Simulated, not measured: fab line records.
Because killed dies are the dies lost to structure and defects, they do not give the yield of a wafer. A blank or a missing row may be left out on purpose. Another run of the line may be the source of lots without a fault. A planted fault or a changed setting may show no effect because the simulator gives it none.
Which tool did it? | flow sky130 | Sampling: 13 lots, 39 wafers, 5 of 708 route steps

WHAT EACH GAUGE READ, for each wafer
No reading from a measuring or inspecting step in the record can be judged against a usual standard deviation.

EACH LOT AND THE TOOL THAT RAN IT (in order: tool; ch and the chambers of the sampled wafers; start)
lot  | SKY_CONTACT_CLEAN_21            | SKY_CAP2M_METAL_ETCH_13           | SKY_METAL4_ETCH_17                 | SKY_METAL5_SPUTTER_04        | SKY_PAD_OPEN_PROBE_99
L202 | wet_bench-03 ch 0, day 31 21:31 | rie_metal-04 ch 0,1, day 40 20:20 | rie_diel-04 ch 0,2,3, day 41 20:25 | pvd_sputter-01, day 42 23:01 | -
L204 | wet_bench-04 ch 2, day 32 04:10 | rie_metal-04 ch 0,1, day 41 06:28 | rie_diel-04 ch 0,2,3, day 42 07:20 | pvd_sputter-01, day 43 09:32 | -
L203 | wet_bench-04 ch 1, day 32 04:57 | rie_metal-03 ch 0,1, day 41 07:06 | rie_diel-03 ch 1,2, day 42 07:41   | pvd_sputter-03, day 43 09:38 | -
L205 | wet_bench-03 ch 0, day 32 10:49 | rie_metal-03 ch 0,1, day 41 12:09 | rie_diel-01 ch 1,2, day 42 13:06   | pvd_sputter-01, day 43 14:50 | -
L212 | wet_bench-03 ch 0, day 34 18:31 | rie_metal-03 ch 0,1, day 43 13:37 | rie_diel-03 ch 1,3, day 44 12:28   | pvd_sputter-03, day 45 13:29 | prober-02, day 48 04:04
L218 | wet_bench-01 ch 0, day 37 07:34 | rie_metal-04 ch 0,1, day 45 15:34 | rie_diel-03 ch 1,2, day 46 13:14   | pvd_sputter-03, day 47 11:57 | prober-02, day 49 22:05
L220 | wet_bench-03 ch 1, day 37 13:52 | rie_metal-01 ch 0,1, day 45 21:40 | rie_diel-03 ch 1,3, day 46 19:06   | pvd_sputter-03, day 47 19:46 | -
L219 | wet_bench-03 ch 2, day 38 05:51 | rie_metal-01 ch 0,1, day 46 11:59 | rie_diel-04 ch 0,3, day 47 08:04   | pvd_sputter-03, day 48 05:31 | -
L222 | wet_bench-01 ch 0, day 38 06:37 | rie_metal-03 ch 0,1, day 46 12:30 | rie_diel-03 ch 0,1, day 47 09:49   | pvd_sputter-03, day 48 07:25 | -
L221 | wet_bench-01 ch 2, day 38 07:00 | rie_metal-03 ch 0,1, day 46 14:25 | rie_diel-04 ch 1,2, day 47 11:32   | pvd_sputter-04, day 48 09:43 | -
L224 | wet_bench-04 ch 1, day 38 12:37 | rie_metal-01 ch 0,1, day 46 17:11 | rie_diel-04 ch 1,3, day 47 14:05   | pvd_sputter-03, day 48 11:56 | -
L223 | wet_bench-03 ch 0, day 38 13:07 | rie_metal-04 ch 0,1, day 46 18:16 | rie_diel-03 ch 0,1,2, day 47 14:46 | pvd_sputter-01, day 48 12:54 | -
L225 | wet_bench-01 ch 3, day 38 18:22 | rie_metal-01 ch 0,1, day 46 20:14 | rie_diel-03 ch 0,1,2, day 47 16:41 | pvd_sputter-04, day 48 13:44 | -
- SKY_CONTACT_CLEAN_21: cleans in IPA, time 180 s.
- SKY_CAP2M_METAL_ETCH_13: etches TiN in Cl2/BCl3, stops on SiO2, target depth 220 nm, time 62.9 s.
- SKY_METAL4_ETCH_17: etches SiO2 in C4F8/O2/Ar, stops on TiN, time 3.9 s, target depth 15 nm.
- SKY_METAL5_SPUTTER_04: material TiN, target thk 70 nm, time 58.3 s.
- SKY_PAD_OPEN_PROBE_99

WHAT THE TOOLS THEMSELVES READ (means of the sampled wafers that have a number; where no wafer has one, the mark that the record gives instead)
SKY_CAP2M_METAL_ETCH_13. Usual: drypump_motor_current_A 5.5 A, standard deviation 0.46; oes_product_au 0.941 a.u., standard deviation 0.0076; throttle_valve_pct 21.902 %, standard deviation 0.01.
lot  | tool         | drypump_motor_current_A (A) | oes_product_au (a.u.) | throttle_valve_pct (%) | flag
L202 | rie_metal-04 | 6.0                         | 0.940                 | 21.909                 |
L204 | rie_metal-04 | 5.9                         | 0.944                 | 21.898                 |
L203 | rie_metal-03 | 5.0                         | 0.943                 | 21.908                 |
L205 | rie_metal-03 | 5.3                         | 0.932                 | 21.900                 |
L212 | rie_metal-03 | 5.0                         | 0.938                 | 21.913                 |
L218 | rie_metal-04 | 5.9                         | 0.933                 | 21.903                 |
L220 | rie_metal-01 | 5.5                         | 0.936                 | 21.909                 |
L219 | rie_metal-01 | 5.5                         | 0.941                 | 21.893                 |
L222 | rie_metal-03 | 5.0                         | 0.942                 | 21.908                 |
L221 | rie_metal-03 | 5.0                         | 0.943                 | 21.901                 |
L224 | rie_metal-01 | 5.5                         | 0.939                 | 21.895                 |
L223 | rie_metal-04 | 5.9                         | 0.953                 | 21.891                 |
L225 | rie_metal-01 | 5.7                         | 0.933                 | 21.907                 |

SKY_METAL4_ETCH_17. Usual: oes_product_au at 0.755 a.u., with a standard deviation of 0.0079.
lot  | tool        | oes_product_au (a.u.) | flag
L202 | rie_diel-04 | 0.763                 |
L204 | rie_diel-04 | 0.750                 |
L203 | rie_diel-03 | 0.765                 |
L205 | rie_diel-01 | 0.760                 |
L212 | rie_diel-03 | 0.753                 |
L218 | rie_diel-03 | 0.755                 |
L220 | rie_diel-03 | 0.753                 |
L219 | rie_diel-04 | 0.759                 |
L222 | rie_diel-03 | 0.754                 |
L221 | rie_diel-04 | 0.750                 |
L224 | rie_diel-04 | 0.750                 |
L223 | rie_diel-03 | 0.754                 |
L225 | rie_diel-03 | 0.756                 |

SKY_METAL5_SPUTTER_04. Usual: throttle_valve_pct at 30.0 %, with a standard deviation of 1.6.
lot  | tool           | throttle_valve_pct (%) | flag
L202 | pvd_sputter-01 | 29.6                   |
L204 | pvd_sputter-01 | 29.4                   |
L203 | pvd_sputter-03 | 30.7                   |
L205 | pvd_sputter-01 | 29.3                   |
L212 | pvd_sputter-03 | 32.1                   |
L218 | pvd_sputter-03 | 30.1                   |
L220 | pvd_sputter-03 | 31.0                   |
L219 | pvd_sputter-03 | 31.0                   |
L222 | pvd_sputter-03 | 29.7                   |
L221 | pvd_sputter-04 | 29.8                   |
L224 | pvd_sputter-03 | 30.5                   |
L223 | pvd_sputter-01 | 28.7                   |
L225 | pvd_sputter-04 | 29.0                   |

SKY_PAD_OPEN_PROBE_99. Usual: killed_at_M0_to_M3 44, standard deviation 6.3; killed_at_M4_up 2.8, standard deviation 1.7; killed_at_contacts 25, standard deviation 5.8; killed_at_front_end 14, standard deviation 4.4; killed_at_other 0.3, standard deviation 0.49; killed_dies 86, standard deviation 8.7; killed_open 48, standard deviation 5.8; killed_short 38, standard deviation 6.
lot  | tool      | killed_at_M0_to_M3 | killed_at_M4_up | killed_at_contacts | killed_at_front_end | killed_at_other | killed_dies | killed_open | killed_short | flag
L212 | prober-02 | 42                 | 2.3             | 47                 | 14                  | 0.7             | 106         | 45          | 36           | OFF
L218 | prober-02 | 44                 | 2.7             | 29                 | 13                  | 0.7             | 90          | 48          | 42           |

THE ANSWER, worked out from the rows above alone
Rule: a lot is off if the mean of its wafers that have a number lies more than 3 standard deviations from the usual mean. A lot without any number at a reading at which 4 lots or more have one is off too. Where the step has rows for the other lots, those lots are counted as sound. The gauges are gone through in route order, then the tools' own readings, and for those a lot's mean is taken as printed above. At the first step where some lot is off, the reading lying furthest off is the one used; lots without a number count as furthest.
Off: L212, at SKY_PAD_OPEN_PROBE_99 (killed_at_contacts). Neither off nor sound, because the step has no rows for them: L202, L204, L203, L205, L220, L219, L222, L221, L224, L223, L225.
A tool fits if, at that step or a process step before it, it ran every lot that is off, and no sound lot after the first of them. Undecided on this evidence; 2 tools fit (wet_bench-03 at SKY_CONTACT_CLEAN_21, rie_metal-03 at SKY_CAP2M_METAL_ETCH_13).

WHAT WAS PUT IN BY THE SIMULATOR
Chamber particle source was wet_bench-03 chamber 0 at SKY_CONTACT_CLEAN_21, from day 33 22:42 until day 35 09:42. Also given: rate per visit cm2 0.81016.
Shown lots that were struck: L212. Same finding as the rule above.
